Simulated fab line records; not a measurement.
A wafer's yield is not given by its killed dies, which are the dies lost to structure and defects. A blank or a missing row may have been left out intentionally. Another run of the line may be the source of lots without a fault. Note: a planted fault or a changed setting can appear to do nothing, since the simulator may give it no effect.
2 desks looking at one fault | flow gf180mcu | every desk sees just its own numbers, and what lay behind them comes last

== AT THE METROLOGY DESK ==
What the gauges read for every lot (on any tool): the sampled wafers with a number, averaged. A lot is out of limits, marked OUT, if its mean lies more than 4 standard deviations from the usual mean; the brackets give that distance.
Columns: A = cdNm at GF_M5_CD_MEAS_07, usual 280.2 nm; B = M5_OVL at GF_M5_OVL_MEAS_08, usual 1 nm
lot  | first seen here | A     | B
L108 | day 26 23:04    | 279.6 | 3
L110 | day 27 15:37    | 281.5 | 5
L118 | day 30 06:55    | 280.7 | 2
L123 | day 31 13:30    | 279.7 | 3
L124 | day 31 15:21    | 280.2 | -2
L129 | day 33 05:31    | 279.4 | 2
This desk's verdict: no lot among the 6 shows anything out of limits.

== FOR THE TOOL OWNER'S DESK: plasmaAsher-04 ==
The tool's own readings at GF_M5_STRIP_11 (strips in O2/N2): means of the sampled wafers that have a number, for each lot that ran on this tool. A lot is out of limits, marked OUT, if its mean lies more than 4 standard deviations from the usual mean; the brackets give that distance.
Columns: A = chamberPressureMTorr at GF_M5_STRIP_11, usual 1500.1 mTorr; B = drypumpMotorCurrentA at GF_M5_STRIP_11, usual 5.6 A; C = heaterPowerW at GF_M5_STRIP_11, usual 331 W; D = oesProductAu at GF_M5_STRIP_11, usual 0.522 a.u.; E = stripTimeToEndpointS at GF_M5_STRIP_11, usual 7.04 s
lot  | first seen here | A      | B   | C   | D     | E
L110 | day 27 15:55    | 1499.2 | 6.0 | 322 | 0.523 | 7.03
L129 | day 33 05:50    | 1499.7 | 6.2 | 325 | 0.522 | 7.05
This desk's verdict: no lot among the 2 shows anything out of limits.

== ALL TOGETHER ==
The metrology desk saw nothing out of limits.
The tool owner's desk saw nothing out of limits.

== WHAT THE SIMULATOR HAD PUT IN ==
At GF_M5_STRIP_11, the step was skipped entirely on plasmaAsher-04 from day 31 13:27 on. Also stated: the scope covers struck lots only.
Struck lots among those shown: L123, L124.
